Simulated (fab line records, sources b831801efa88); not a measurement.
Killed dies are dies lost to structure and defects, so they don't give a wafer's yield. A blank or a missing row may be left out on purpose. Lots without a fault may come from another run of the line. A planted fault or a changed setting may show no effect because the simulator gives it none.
Chamber matching | flow sky130 | SKY_VIA3_ETCH_15 on rie_diel-01: 4 sister chambers
The step etches SiO2 in C4F8/O2/Ar, stops on TiN, target depth 507 nm, time 78 s. 14 wafers are shown with their chamber, then 7 later ones without.

WAFERS WITH THEIR CHAMBER
wafer  | chamber | chamber_pressure_mTorr (mTorr) | oes_product_au (a.u.)
L076.3 | 1       | 39.93                          | 0.942
L076.4 | 0       | 39.97                          | 0.952
L076.5 | 0       | 40.00                          | 0.943
L085.3 | 2       | 39.97                          | 0.948
L085.5 | 1       | 40.00                          | 0.940
L085.6 | 0       | 39.98                          | 0.949
L086.1 | 1       | 40.05                          | 0.946
L086.3 | 3       | 40.01                          | 0.938
L086.5 | 2       | 39.99                          | 0.945
L090.2 | 3       | 39.95                          | 0.948
L090.3 | 0       | 40.11                          | 0.939
L090.5 | 1       | 40.02                          | 0.948
L093.1 | 1       | 39.96                          | 0.945
L093.2 | 3       | 39.99                          | 0.947

SIGNATURES (means of the wafers above)
reading                | chamber 0 | chamber 1 | chamber 2 | chamber 3 | scatter within a chamber
chamber_pressure_mTorr | 40.0150   | 39.9920   | 39.9800   | 39.9833   | 0.0486
oes_product_au         | 0.94575   | 0.94420   | 0.94650   | 0.94433   | 0.00457
Rule: a wafer's distance from a chamber is the root of the sum, over the readings, of the square of ((its reading less the chamber's mean) divided by the reading's scatter). The wafer belongs to the nearest chamber; if the next one is less than 2 further off, it can't be placed. The scatter: the root of (the sum of the squares of (reading less its chamber's mean) over the shown wafers, divided by (wafers less chambers)).

WAFERS WITHOUT THEIR CHAMBER
wafer  | chamber_pressure_mTorr (mTorr) | oes_product_au (a.u.)
L093.4 | 40.05                          | 0.950
L095.1 | 39.95                          | 0.952
L095.2 | 40.00                          | 0.952
L095.3 | 40.01                          | 0.946
L096.1 | 39.97                          | 0.952
L096.2 | 39.97                          | 0.944
L096.5 | 39.95                          | 0.943

WHICH CHAMBER EACH WENT THROUGH
wafer  | from the rows above               | in truth
L093.4 | can't be placed: 0 or 2 or 1 or 3 | 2
L095.1 | can't be placed: 2 or 3 or 0 or 1 | 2
L095.2 | can't be placed: 2 or 0 or 3 or 1 | 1
L095.3 | can't be placed: 0 or 1 or 2 or 3 | 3
L096.1 | can't be placed: 2 or 0 or 3 or 1 | 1
L096.2 | can't be placed: 3 or 1 or 2 or 0 | 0
L096.5 | can't be placed: 3 or 1 or 2 or 0 | 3
Placed correctly: 0 of 7. Can't be placed from these rows: 7 (the true chamber is among the candidates in 7). Placed wrongly: 0.
